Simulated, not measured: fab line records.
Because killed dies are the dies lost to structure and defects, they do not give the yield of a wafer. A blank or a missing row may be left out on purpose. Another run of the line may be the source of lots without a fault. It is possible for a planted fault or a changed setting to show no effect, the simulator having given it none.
One fault seen from 2 desks + flow sky130 + each desk has only its own numbers; what lay behind them comes last

== FROM THE METROLOGY DESK ==
What the gauges read for every lot (on any tool): the sampled wafers with a number, averaged. Any lot whose mean is over 4 standard deviations away from the usual mean is out of limits and marked OUT; that distance is given in the brackets.
Columns: A = LDD_LDN_OVL at SKY_LDD_LDN_OVL_MEAS_07, usual 0.5 nm; B = METAL3_OVL at SKY_METAL3_OVL_MEAS_14, usual -3 nm
| lot  | first seen here | A    | B  |
|------|-----------------|------|----|
| L640 | day 23 07:55    | 0.3  | -6 |
| L641 | day 23 14:55    | 0.2  | -5 |
| L642 | day 23 19:49    | 1.3  | -3 |
| L645 | day 25 21:49    | 0.2  | -6 |
| L650 | day 27 06:26    | -0.1 | 0  |
| L651 | day 27 11:27    | -0.7 | -4 |
| L654 | day 29 00:43    | 1.3  | -0 |
| L658 | day 29 11:44    | 1.9  | -4 |
| L660 | day 29 22:40    | -1.6 | 4  |
| L661 | day 30 16:25    | 0.6  | 3  |
| L662 | day 30 19:04    | 1.8  | -9 |
This desk's finding: nothing out of limits on any of the 11 lots.

== TOOL OWNER'S DESK, litho track-02 ==
The tool's own readings at SKY_LOCAL_INTERCONNECT_COAT_05 (resist thk 60 nm): means of the sampled wafers that have a number, for each lot that ran on this tool. Any lot whose mean is over 4 standard deviations away from the usual mean is out of limits and marked OUT; that distance is given in the brackets.
Columns: A = exhaust pa at SKY_LOCAL_INTERCONNECT_COAT_05, usual 45.0 Pa
| lot  | first seen here | A    |
|------|-----------------|------|
| L641 | day 30 10:33    | 45.0 |
| L642 | day 30 14:19    | 44.9 |
| L645 | day 32 12:52    | 45.7 |
| L650 | day 33 21:01    | 45.5 |
| L651 | day 34 00:15    | 45.4 |
| L662 | day 37 03:54    | 44.6 |
This desk's finding: nothing out of limits on any of the 6 lots.

== BROUGHT TOGETHER ==
From the metrology desk's view, nothing was out of limits.
Nothing out of limits was seen by the tool owner's desk.

== WHAT THE SIMULATOR HAD INSERTED ==
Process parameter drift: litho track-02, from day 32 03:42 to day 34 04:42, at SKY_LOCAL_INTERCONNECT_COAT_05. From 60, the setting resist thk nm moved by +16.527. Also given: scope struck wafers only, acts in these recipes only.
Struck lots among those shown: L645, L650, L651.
